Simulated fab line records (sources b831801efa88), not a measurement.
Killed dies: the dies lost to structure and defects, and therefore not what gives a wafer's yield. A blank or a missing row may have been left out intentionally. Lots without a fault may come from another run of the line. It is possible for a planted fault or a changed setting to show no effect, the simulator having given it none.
2 desks looking at one fault -- flow sky130 -- each desk holds nothing but its own numbers, with what lay behind them at the end

== AT THE TOOL OWNER'S DESK: implanter-01 ==
SKY_LDD_N_IMPLANT_12, tool's own readings: per-lot mean of the sampled wafers with a number, covering each lot this tool ran. If a lot's mean is further than 4 standard deviations from the usual mean, the lot is out of limits and carries the mark OUT (the distance appears in the brackets).
Columns: A = doseIonsCm2 at SKY_LDD_N_IMPLANT_12, usual 5.001e+12; B = faradayCurrentUA at SKY_LDD_N_IMPLANT_12, usual 28.2
lot,first seen here,A,B
L758,day 17 10:14,4.995e+12,28.5
L767,day 21 06:10,5.005e+12,28.6
L772,day 23 04:15,2.861e+12 (-99 or more) OUT,16.1 (-20) OUT
L773,day 23 07:49,2.853e+12 (-99 or more) OUT,16.2 (-20) OUT
Finding of this desk: L772, L773 out of limits; the first was L772 at day 23 04:15, on doseIonsCm2 at SKY_LDD_N_IMPLANT_12. L758, L767: within limits.

== FROM THE METROLOGY DESK ==
Lot by lot, what the gauges showed, no matter which tool ran the lot: averages of those sampled wafers that carry a number. If a lot's mean is further than 4 standard deviations from the usual mean, the lot is out of limits and carries the mark OUT (the distance appears in the brackets).
Columns: A = FIELD_ISO_CVD_03_THK at SKY_FIELD_ISO_THK_MEAS_04, usual 164.7 nm
lot,first seen here,A
L758,day 1 14:43,165.6
L760,day 2 01:34,165.2
L762,day 2 09:31,163.6
L765,day 3 02:25,165.3
L767,day 3 11:58,164.5
L772,day 4 14:14,164.4
L773,day 4 17:26,166.3
L774,day 4 22:20,163.2
L778,day 5 19:33,166.6
L779,day 5 23:23,166.3
L780,day 6 05:01,166.8
L781,day 6 11:32,164.5
This desk's finding: nothing out of limits on any of the 12 lots.

== BROUGHT TOGETHER ==
The tool owner's desk could have raised an alarm at day 23 04:15, on L772, L773.
At the metrology desk, nothing out of limits was observed.
The metrology desk has L772, L773 on record, within its limits.
On implanter-01, each named lot ran SKY_LDD_N_IMPLANT_12.

== WHAT THE SIMULATOR HAD INSERTED ==
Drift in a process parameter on implanter-01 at SKY_LDD_N_IMPLANT_12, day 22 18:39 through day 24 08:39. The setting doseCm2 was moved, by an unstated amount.
Lots struck among those shown: L772, L773.
Time in hours from fault onset to the first out-of-limits reading at each desk: the tool owner's desk, 10.
